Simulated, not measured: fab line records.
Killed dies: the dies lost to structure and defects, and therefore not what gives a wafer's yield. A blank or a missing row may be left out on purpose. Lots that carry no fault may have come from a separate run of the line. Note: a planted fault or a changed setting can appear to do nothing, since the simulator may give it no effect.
Code-filled problem report in 8D (eight disciplines) form || flow sky130 || the parts of the form that need people (team, actions taken, sign-off) are left out

== 1. THE ISSUE ==
strip-time-to-endpoint-s at SKY_METAL1_STRIP_20 reads a mean of 1.48 s on 3 wafers of 3 lots; wafers without a fault read 2.69 s with a standard deviation of 0.041. Relative to the usual mean, that is a shift of -29 standard deviations.
The step: strips in O2/N2.
First observed at day 35 13:35: wafer L646.5, on plasma-asher-01. Wafers with a number at this step in the record: 33, from 12 lots. The rule behind "out" and "out of limits": a value lying over 4 standard deviations away from the usual mean. All remaining wafers that have a number are taken as sound.

== 2. WHAT IT IS; WHAT IT IS NOT ==
{"question": "which readings at this step", "is": "strip-time-to-endpoint-s, oes-product-au", "is not": "drypump-motor-current-A, n2-flow-sccm"}
{"question": "which lots", "is": "L646, L649, L651", "is not": "L638, L640, L641, L652, L654, L655, L656, L658, L659"}
{"question": "which wafers of those lots", "is": "L646.5, L649.5, L651.2", "is not": "L646.3, L649.4, L651.3"}
{"question": "read on which tools", "is": "plasma-asher-01, plasma-asher-02, plasma-asher-04", "is not": "-"}
{"question": "when", "is": "from day 35 13:35", "is not": "up to then (10 sound wafers); but 20 sound wafers of L649, L651, L652, L654, L655, L656, L658, L659 came after"}

== 3. SUSPECTS, AND WHAT RULES EACH OUT ==
Counting: any tool at a process step up to the reading remains a suspect provided it ran every lot that is out. Sound lots after the first of them don't rule it out here, since some wafers of a struck lot are sound.
- rie-metal-03 at SKY_METAL1_METAL_ETCH_19 (etches the open film in Cl2/BCl3, stops on SiO2, target depth 360 nm, time 78 s): kept. Every lot that is out went through it, the first being L646 (day 35 13:25); the last sound lot it ran before that was L641 (day 33 23:35).
The count leaves rie-metal-03 at SKY_METAL1_METAL_ETCH_19.

== 4. THE CAUSE (what the simulator had put in) ==
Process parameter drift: rie-metal-03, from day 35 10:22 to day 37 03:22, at SKY_METAL1_METAL_ETCH_19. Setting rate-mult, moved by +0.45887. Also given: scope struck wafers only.
Only this tool survived the counting.

== 5. THE CHAIN OF EFFECTS, in route order ==
Each row: a reading whose mean over the struck wafers that have a number lies more than 3 standard deviations from the usual. Only readings whose record carries a usual standard deviation are examined. hours: median over the lots of the time between each lot's start at the first step of this table that gives one and its start at this step. sigmas: the change, counted in usual standard deviations.
{"hours": 0, "step": "SKY_METAL1_STRIP_20", "reading": "oes-product-au", "usual": "0.342 a.u.", "on struck wafers": 0.288, "change": -0.054, "sigmas": -11}
{"hours": 0, "step": "SKY_METAL1_STRIP_20", "reading": "strip-time-to-endpoint-s", "usual": "2.69 s", "on struck wafers": 1.48, "change": -1.21, "sigmas": -29}
It contains these process steps:
- SKY_METAL1_STRIP_20: strips in O2/N2.

== 6. WHAT WOULD HAVE CAUGHT IT SOONER ==
The fault began at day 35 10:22; the first out-of-limits reading in this record came at day 35 13:35, 3 hours later.
Tool readings at SKY_METAL1_METAL_ETCH_19 with a usual standard deviation given in the record: none out on any struck wafer, hence no alarm at a limit of 4 standard deviations on them.
Of the lots that are out (3), L649, L651 began SKY_METAL1_METAL_ETCH_19 on rie-metal-03 after day 35 13:35. A hold on the tool at that time would have spared those 2.
